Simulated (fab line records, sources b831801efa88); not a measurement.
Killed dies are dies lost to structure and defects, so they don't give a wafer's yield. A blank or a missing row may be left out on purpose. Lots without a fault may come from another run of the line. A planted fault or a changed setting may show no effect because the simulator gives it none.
A struck lot beside a sound one | flow sky130 | 14 steps out of a route of 708
Sound: wafers L348.4, L348.5, L348.6. Struck: wafers L353.2, L353.5, L353.6. The cause comes at the end.
At each step with rows: each side's tool, then ch and its chambers, then its first start. Under that, the readings that differ: sound wafers | struck wafers | difference of the means | sigmas: that difference in standard deviations of wafers without a fault.
alike: readings whose means differ by less than 2 such deviations, and words and numbers that are the same on both sides. not compared: withheld readings, readings that some wafer has no value for, bounds like >300 that may hide the same value, and numbers for which the record gives no deviation and whose values overlap.
The two part at a step that has a row with sigmas, a row that says differs or no value, or rows on one side only. Numbers that don't overlap but have no deviation are shown without sigmas and don't part them. A reading that every wafer of one side lacks parts them only if that side has two wafers or more.

first, 8 steps without rows for these wafers: SKY_VIA3_DEHYDRATE_04 (time 60 s); SKY_VIA3_HMDS_05 (prime time 60 s); SKY_VIA3_COAT_06 (resist thk 60 nm); SKY_VIA3_COAT_07 (resist thk 450 nm); SKY_VIA3_SOFTBAKE_08 (time 90 s); SKY_VIA3_EXPOSE_09 (exposes mask VIM3, target cd 200 nm); SKY_VIA3_PEB_10; SKY_VIA3_DEVELOP_11 (develop time 60 s).
SKY_VIA3_CD_MEAS_12: target cd 200 nm.
  sound on cd_sem-02, day 39 22:11; struck on cd_sem-01, day 41 20:45
  alike: cd_nm
SKY_VIA3_OVL_MEAS_13:
  sound on overlay-01, day 39 22:16; struck on overlay-01, day 41 20:51
  alike: VIA3_OVL
SKY_VIA3_ETCH_14: etches BARC in N2/H2, stops on SiO2, time 45.9 s, target depth 60 nm.
  sound on rie_diel-04 ch 0,1,2, day 39 22:18; struck on rie_diel-02 ch 1,2,3, day 41 20:53
  alike: drypump_motor_current_A, oes_product_au, throttle_valve_pct
  not compared: rf_hours_counter_h
SKY_VIA3_ETCH_15: etches SiO2 in C4F8/O2/Ar, stops on TiN, target depth 507 nm, time 78 s.
  sound on rie_diel-04 ch 0,1,2, day 39 22:21; struck on rie_diel-02 ch 1,2,3, day 41 20:55
  alike: oes_product_au
  not compared: rf_hours_counter_h
SKY_VIA3_STRIP_16: strips in O2/N2.
  sound on plasma_asher-01 ch 0,1, day 39 22:25; struck on plasma_asher-02 ch 0,1, day 41 20:59
  no value came back on the struck wafers for chamber_pressure_mTorr (mTorr), drypump_motor_current_A (A), oes_product_au (a.u.), strip_time_to_endpoint_s (s); on the sound wafers chamber_pressure_mTorr (mTorr) reads 1499.9 1499.4 1499.4
  reading                                     | sound | struck            | difference | sigmas
  model.KrF-thick_of_VIA3_COAT_07.thk_nm (nm) | 0 0 0 | 288.6 292.7 290.8 | +290.7     |
  not compared: rf_hours_counter_h
then, 1 step without rows for these wafers: SKY_VIA3_STRIP_17 (strips in post etch residue remover, time 1200 s).

WHERE THEY PART
Only at SKY_VIA3_STRIP_16, within this record.

WHY: what the simulator had put in
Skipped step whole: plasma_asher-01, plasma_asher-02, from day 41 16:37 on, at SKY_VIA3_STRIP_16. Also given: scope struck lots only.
